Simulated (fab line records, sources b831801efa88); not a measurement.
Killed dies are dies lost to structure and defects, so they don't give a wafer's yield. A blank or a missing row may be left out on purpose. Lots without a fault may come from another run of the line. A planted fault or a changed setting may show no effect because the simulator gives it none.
Problem report in the 8D (eight disciplines) form, filled by code | flow sky130 | the parts of the form that need people (team, actions taken, sign-off) are left out

1. THE PROBLEM
PASSIVATION_CVD_02_THK at SKY_PASSIVATION_THK_MEAS_03 reads a mean of 770 nm on 2 wafers of 2 lots; wafers without a fault read 542 nm with a standard deviation of 6.4. That is +36 standard deviations from the usual mean.
First seen on wafer L833.3, day 47 23:55, on film_metro-04. The record holds 30 wafers of 10 lots with a number at this step. Rule for "out", or "out of limits": more than 4 standard deviations from the usual mean. The other wafers with a number count as sound.

2. WHAT IT IS AND WHAT IT IS NOT
question                    | is                           | is not
which readings at this step | PASSIVATION_CVD_02_THK       | -
which lots                  | L833, L835                   | L816, L817, L818, L821, L823, L824, L838, L839
which wafers of those lots  | L833.3, L835.1               | L833.5, L833.6, L835.2, L835.4
read on which gauges        | film_metro-03, film_metro-04 | film_metro-02
when                        | from day 47 23:55            | up to then (20 sound wafers); but 8 sound wafers of L835, L838, L839 came after

3. SUSPECTS, AND WHAT RULES EACH OUT
Counting: a tool at a process step up to the reading stays a suspect if it ran every lot that is out. Sound lots after the first of them don't rule it out here, since some wafers of a struck lot are sound.
- the gauge at SKY_PASSIVATION_THK_MEAS_03: ruled out. The wafers that are out were read on 2 gauges (film_metro-03, film_metro-04).
- pecvd-03 at SKY_PASSIVATION_CVD_02 (deposits Si3N4, target thk 540 nm): kept. It ran every lot that is out, first L833 (day 47 23:40); its last sound lot up to then is L824 (day 45 18:43).
Left after counting: pecvd-03 at SKY_PASSIVATION_CVD_02.

4. THE CAUSE (what the simulator had put in)
Process parameter drift: pecvd-03, from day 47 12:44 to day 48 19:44, at SKY_PASSIVATION_CVD_02. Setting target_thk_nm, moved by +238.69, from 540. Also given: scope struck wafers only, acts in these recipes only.
Counting left only this tool.

5. THE CHAIN OF EFFECTS, in route order
Each row: a reading whose mean over the struck wafers that have a number lies more than 3 standard deviations from the usual. Only readings for which the record gives a usual standard deviation are gone through. hours: the time from each lot's start at the first step in this table that gives one to its start at this step, as a median over the lots. sigmas: the change in usual standard deviations.
hours | step                        | reading                | usual      | on struck wafers | change | sigmas
0     | SKY_PASSIVATION_THK_MEAS_03 | PASSIVATION_CVD_02_THK | 542 nm     | 770              | +228   | +36
18    | SKY_PASSIVATION_ETCH_11     | oes_product_au         | 0.979 a.u. | 1.003            | +0.024 | +3.3
38    | SKY_PAD_OPEN_PROBE_99       | defect_limited_yield   | 82.7 %     | 66.0             | -16.7  | -7.9
38    | SKY_PAD_OPEN_PROBE_99       | killed_at_other        | 0.4        | 82.0             | +81.6  | +99 or more
38    | SKY_PAD_OPEN_PROBE_99       | killed_dies            | 85         | 167              | +82    | +8.2
38    | SKY_PAD_OPEN_PROBE_99       | sort_bin_5_function    | 10.2 %     | 27.6             | +17.4  | +12
38    | SKY_PAD_OPEN_PROBE_99       | sort_n_pass            | 407        | 325              | -82    | -8.2
38    | SKY_PAD_OPEN_PROBE_99       | sort_yield_pct         | 82.7 %     | 66.0             | -16.7  | -7.9
The process steps in it:
- SKY_PASSIVATION_ETCH_11: etches the open film in CF4/O2, stops on AlCu, target depth 725 nm, time 161.1 s.
- SKY_PAD_OPEN_PROBE_99

6. WHAT WOULD HAVE CAUGHT IT SOONER
In this record the first reading out of limits at a measuring or inspecting step was taken at day 47 23:55, 11 hours after the fault began at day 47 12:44.
Of the tool readings at SKY_PASSIVATION_CVD_02 for which the record gives a usual standard deviation, none was out on any struck wafer, so an alarm limit of 4 standard deviations on them would not have fired.
Of the lots that are out (2), L835 began SKY_PASSIVATION_CVD_02 on pecvd-03 after day 47 23:55. A hold on the tool at that time would have spared it.
